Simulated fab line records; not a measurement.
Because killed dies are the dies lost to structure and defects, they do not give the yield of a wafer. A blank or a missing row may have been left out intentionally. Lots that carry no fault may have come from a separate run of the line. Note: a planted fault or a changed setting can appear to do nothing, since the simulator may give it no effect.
fab line records    flow gf180mcu
[record] lots = 13  wafers = 39  last-day = 34
route steps=602 shown VT_IMPLANT@100 SALICIDE@281 CONTACT@311 M1@320
lots with no fault: from the same line, run without faults
start-h: the number of hours between the record's first day and the start of the first shown wafer of the lot    wait-h: hours from the lot's prior step to this one    " the same as in the row above    L1.1+2: a single row standing in for several wafers    - either no value or no given start    * or withheld: withheld    < > ~ a bound
route shown NAME@n: names a module that has steps shown in the file, with the first one's number in the route    usual: mean/standard deviation taken from wafers without a fault    same: alike in all rows    chamber/n: place in a boat    sites: the reading at each site    _std_site: their standard deviation    _edge_site: mean of outer sites minus mean of inner sites    radius-mm: how far each site lies from the wafer's centre    mask NAME#n: copy n    behind: tool/chamber where the wafer was last shaped    hold: why the lot went on hold/how many hours it stayed there/how the hold came to an end    device: transistor that didn't switch, given as n, p or np    end of line: tests run on the same wafers once the route is complete    where a step has no rows: the recipe by itself    killed: at the first sort, the dies lost to defects and structure; wafer yield is something else    map: a wafer's dies, marking killed ones x, the rest . and places with no die _
set.NAME: the setting the step ran with; set.NAME@STEP: the setting that earlier step ran with    model.NAME: the simulator's own value behind a step, which no gauge read
the route's steps for a sample of lots (tables are steps, rows are wafers)
services: the hour from which a tool's chamber was out of use, counted from the record's first day as start-h (under 0 if before that day), plus the number of hours and why
[[steps]]
[step GF_VT_IMPLANT_TW_MEAS_10]
[usual] VT_IMPLANT_TW = 559/9.1
lot.wafer  tool           chamber  start-h  wait-h  VT_IMPLANT_TW
L501.3     film-metro-03  -        113.92   0.1     554
L501.4     "              -        "        "       555
L501.5     "              -        "        "       555
L502.3     film-metro-01  -        119.29   0.1     558
L502.4     "              -        "        "       554
L502.6     "              -        "        "       555
L503.2     film-metro-01  -        123.38   0.1     556
L503.4     "              -        "        "       556
L503.5     "              -        "        "       556
L504.3     film-metro-03  -        133.64   0.1     557
L504.5     "              -        "        "       559
L504.6     "              -        "        "       556
L505.1     film-metro-01  -        138.74   0.1     559
L505.2     "              -        "        "       553
L505.6     "              -        "        "       556
L511.1     film-metro-03  -        170.72   0.1     553
L511.4     "              -        "        "       550
L511.5     "              -        "        "       550
L514.1     film-metro-04  -        189.19   0.1     571
L514.3     "              -        "        "       572
L514.4     "              -        "        "       577
L516.1     film-metro-04  -        202.59   0.1     574
L516.5     "              -        "        "       574
L516.6     "              -        "        "       574
L517.2     film-metro-04  -        209.78   0.1     572
L517.3     "              -        "        "       577
L517.6     "              -        "        "       570
L518.3     film-metro-01  -        215.61   0.1     558
L518.4     "              -        "        "       556
L518.6     "              -        "        "       556
L519.2     film-metro-03  -        220.90   0.1     557
L519.3     "              -        "        "       556
L519.6     "              -        "        "       556
L523.2     film-metro-03  -        244.28   0.1     548
L523.3     "              -        "        "       552
L523.5     "              -        "        "       551
L524.2     film-metro-01  -        254.40   0.1     556
L524.4     "              -        "        "       559
L524.6     "              -        "        "       559
[step GF_SALICIDE_SPUTTER_03]
[recipe] material = TiN  target-thk-nm = 20  power-w = 6500  time-s = 16.7  chamber-pressure-pa = 0.4
[usual] throttle-valve-pct = 29.7/1.4
lot.wafer  tool            chamber  start-h  wait-h  throttle-valve-pct
L501.3     pvd-sputter-04  -        340.46   0.0     29.6
L501.4     "               -        "        "       28.4
L501.5     "               -        "        "       32.3
L502.3     pvd-sputter-02  -        349.18   0.0     29.2
L502.4     "               -        "        "       28.3
L502.6     "               -        "        "       28.6
L503.2     pvd-sputter-01  -        352.05   0.0     28.6
L503.4     "               -        "        "       27.6
L503.5     "               -        "        "       30.3
L504.3     pvd-sputter-04  -        371.42   0.0     29.7
L504.5     "               -        "        "       29.9
L504.6     "               -        "        "       32.2
L505.1     pvd-sputter-01  -        379.37   0.0     31.1
L505.2     "               -        "        "       30.4
L505.6     "               -        "        "       31.4
L511.1     pvd-sputter-02  -        428.39   0.0     30.1
L511.4     "               -        "        "       29.6
L511.5     "               -        "        "       28.3
L514.1     pvd-sputter-01  -        448.31   0.0     31.4
L514.3     "               -        "        "       28.7
L514.4     "               -        "        "       30.0
L516.1     pvd-sputter-04  -        470.56   0.0     29.8
L516.5     "               -        "        "       32.2
L516.6     "               -        "        "       29.8
L517.2     pvd-sputter-04  -        481.99   0.0     32.2
L517.3     "               -        "        "       28.5
L517.6     "               -        "        "       28.2
L518.3     pvd-sputter-04  -        484.71   0.0     32.2
L518.4     "               -        "        "       29.9
L518.6     "               -        "        "       32.6
L519.2     pvd-sputter-04  -        492.11   0.0     28.6
L519.3     "               -        "        "       29.8
L519.6     "               -        "        "       28.7
L523.2     pvd-sputter-04  -        521.45   0.0     29.4
L523.3     "               -        "        "       28.4
L523.5     "               -        "        "       28.4
L524.2     pvd-sputter-02  -        533.13   0.0     28.6
L524.4     "               -        "        "       29.4
L524.6     "               -        "        "       28.3
[step GF_SALICIDE_THK_MEAS_05]
[recipe] thk-meas-gauge = xrf  reads = TiN_of_SALICIDE_SPUTTER_03
[usual] SALICIDE_TIN_THK = 20.18/0.26
lot.wafer  tool           chamber  start-h  wait-h  SALICIDE_TIN_THK[nm]
L501.3     film-metro-03  -        340.62   0.1     20.22
L501.4     "              -        "        "       20.17
L501.5     "              -        "        "       20.04
L502.3     film-metro-02  -        349.35   0.1     20.06
L502.4     "              -        "        "       20.17
L502.6     "              -        "        "       20.08
L503.2     film-metro-01  -        352.20   0.1     19.76
L503.4     "              -        "        "       20.04
L503.5     "              -        "        "       20.23
L504.3     film-metro-03  -        371.58   0.1     19.88
L504.5     "              -        "        "       19.97
L504.6     "              -        "        "       19.87
L505.1     film-metro-01  -        379.51   0.1     20.30
L505.2     "              -        "        "       20.12
L505.6     "              -        "        "       20.42
L511.1     film-metro-03  -        428.54   0.1     20.21
L511.4     "              -        "        "       20.22
L511.5     "              -        "        "       20.11
L514.1     film-metro-01  -        448.46   0.1     20.60
L514.3     "              -        "        "       15.99
L514.4     "              -        "        "       20.17
L516.1     film-metro-01  -        470.71   0.1     20.61
L516.5     "              -        "        "       20.04
L516.6     "              -        "        "       20.02
L517.2     film-metro-01  -        482.15   0.1     20.35
L517.3     "              -        "        "       20.51
L517.6     "              -        "        "       20.51
L518.3     film-metro-02  -        484.87   0.1     19.77
L518.4     "              -        "        "       20.20
L518.6     "              -        "        "       19.81
L519.2     film-metro-01  -        492.26   0.1     20.30
L519.3     "              -        "        "       20.59
L519.6     "              -        "        "       20.28
L523.2     film-metro-03  -        521.60   0.1     20.06
L523.3     "              -        "        "       20.22
L523.5     "              -        "        "       20.34
L524.2     film-metro-03  -        533.28   0.1     20.30
L524.4     "              -        "        "       20.34
L524.6     "              -        "        "       20.38
[step GF_CONTACT_CVD_24]
[recipe] material = W  target-thk-nm = 300  time-s = 90.339  temp-c = 400  pressure-torr = 40
[usual] heater-power-w = 785/78
lot.wafer  tool      chamber  start-h  wait-h  heater-power-w
L501.3     cvd-w-01  1        363.89   0.1     756
L501.4     "         0        "        "       914
L501.5     "         0        "        "       871
L502.3     cvd-w-01  1        373.09   0.1     768
L502.4     "         0        "        "       891
L502.6     "         0        "        "       903
L503.2     cvd-w-02  1        375.95   0.0     657
L503.4     "         1        "        "       658
L503.5     "         1        "        "       650
L504.3     cvd-w-02  1        396.35   0.1     675
L504.5     "         0        "        "       784
L504.6     "         1        "        "       661
L505.1     cvd-w-01  0        404.56   0.0     852
L505.2     "         1        "        "       771
L505.6     "         0        "        "       880
L511.1     cvd-w-01  1        455.09   0.0     765
L511.4     "         1        "        "       772
L511.5     "         1        "        "       765
L514.1     cvd-w-02  0        474.25   0.0     815
L514.3     "         0        "        "       814
L514.4     "         1        "        "       647
L516.1     cvd-w-01  0        496.12   0.0     881
L516.5     "         1        "        "       739
L516.6     "         0        "        "       881
L517.2     cvd-w-01  0        507.45   0.0     883
L517.3     "         1        "        "       750
L517.6     "         0        "        "       882
L518.3     cvd-w-01  0        509.78   0.1     888
L518.4     "         1        "        "       754
L518.6     "         1        "        "       759
L519.2     cvd-w-01  0        517.48   0.0     866
L519.3     "         1        "        "       764
L519.6     "         1        "        "       771
L523.2     cvd-w-01  0        545.49   0.0     863
L523.3     "         0        "        "       889
L523.5     "         0        "        "       907
L524.2     cvd-w-02  0        557.57   0.0     807
L524.4     "         1        "        "       645
L524.6     "         1        "        "       648
[step GF_M1_RS_MEAS_05]
[recipe] thk-meas-gauge = four-point-probe  reads = TiN_of_M1_SPUTTER_04+Ti_of_M1_SPUTTER_03+AlCu_of_M1_SPUTTER_02+TiN_of_M1_SPUTTER_01+Ti_of_M1_SPUTTER_00
[usual] M1_ALCU_RS = 0.0699/0.001
lot.wafer  tool           chamber  start-h  wait-h  M1_ALCU_RS[ohm/sq]
L501.3     film-metro-04  -        364.69   0.1     0.0688
L501.4     "              -        "        "       0.0678
L501.5     "              -        "        "       0.0677
L502.3     film-metro-01  -        373.90   0.1     0.0716
L502.4     "              -        "        "       0.0710
L502.6     "              -        "        "       0.0708
L503.2     film-metro-03  -        376.77   0.0     0.0685
L503.4     "              -        "        "       0.0701
L503.5     "              -        "        "       0.0686
L504.3     film-metro-01  -        397.16   0.1     0.0706
L504.5     "              -        "        "       0.0700
L504.6     "              -        "        "       0.0704
L505.1     film-metro-04  -        405.44   0.0     0.0703
L505.2     "              -        "        "       0.0694
L505.6     "              -        "        "       0.0705
L511.1     film-metro-04  -        455.89   0.0     0.0705
L511.4     "              -        "        "       0.0709
L511.5     "              -        "        "       0.0709
L514.1     film-metro-01  -        475.05   0.0     0.0711
L514.3     "              -        "        "       0.0707
L514.4     "              -        "        "       0.0709
L516.1     film-metro-04  -        496.92   0.0     0.0702
L516.5     "              -        "        "       0.0697
L516.6     "              -        "        "       0.0693
L517.2     film-metro-03  -        508.27   0.0     0.0704
L517.3     "              -        "        "       0.0698
L517.6     "              -        "        "       0.0696
L518.3     film-metro-03  -        510.58   0.1     0.0718
L518.4     "              -        "        "       0.0716
L518.6     "              -        "        "       0.0712
L519.2     film-metro-03  -        518.30   0.0     0.0690
L519.3     "              -        "        "       0.0694
L519.6     "              -        "        "       0.0695
L523.2     film-metro-03  -        546.31   0.0     0.0690
L523.3     "              -        "        "       0.0679
L523.5     "              -        "        "       0.0683
L524.2     film-metro-03  -        558.39   0.0     0.0702
L524.4     "              -        "        "       0.0705
L524.6     "              -        "        "       0.0710
[[services]]
tool            chamber  start-h  hours  kind
pvd-sputter-01  2        327.36   -      consumable-replace:kit
pvd-sputter-01  2        327.36   18.0   scheduled-down
pvd-sputter-01  2        327.36   18.0   vent-cycle
pvd-sputter-01  -        355.83   1.9    repair
cvd-w-01        -        390.00   14.0   pm
cvd-w-01        0        390.00   14.0   vent-cycle
cvd-w-01        1        390.00   14.0   vent-cycle
cvd-w-01        0        404.00   -      clean
cvd-w-01        1        404.00   -      clean
pvd-sputter-02  3        412.76   -      consumable-replace:kit
pvd-sputter-02  3        412.76   18.0   scheduled-down
pvd-sputter-02  3        412.76   18.0   vent-cycle
cvd-w-02        1        413.52   5.6    repair
pvd-sputter-02  -        451.25   1.8    repair
pvd-sputter-04  -        486.73   2.2    repair
cvd-w-01        -        498.70   0.9    repair
pvd-sputter-01  1        524.90   -      consumable-replace:kit
pvd-sputter-01  1        524.90   18.0   scheduled-down
pvd-sputter-01  1        524.90   18.0   vent-cycle
cvd-w-01        -        531.90   1.5    repair
[[key]]
[first-sign] step = GF_SALICIDE_THK_MEAS_05  reading = SALICIDE_TIN_THK  direction = down  sigmas = 16  usual = 20.18  struck = 15.99
effect none on later readings
met-at GF_SALICIDE_SPUTTER_03
struck-lots L514
struck-wafers L514.3
tester-left-out L514
not-acting-at GF_VT_IMPLANT_TW_MEAS_10,GF_CONTACT_CVD_24,GF_M1_RS_MEAS_05
onset-between 352.05 448.31
[fault] kind = site-profile-drift  tool = pvd-sputter-01  chamber = -  onset-h = 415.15  steps = GF_SALICIDE_SPUTTER_03  basis = fraction  max-abs-drift = 0.45054  slope-share-per-hr = 100.12  site-pattern = 0,0,0,0,0,-1,-1,-1,-1  scope = struck-wafers-only
// tester-left-out: of these lots the tester's yield and bins aren't shown, on N5 and GAA mostly nor the transistor test; their killed dies are dies lost to structure and defects alone, not to doping, threshold or leakage, so they don't give the yield
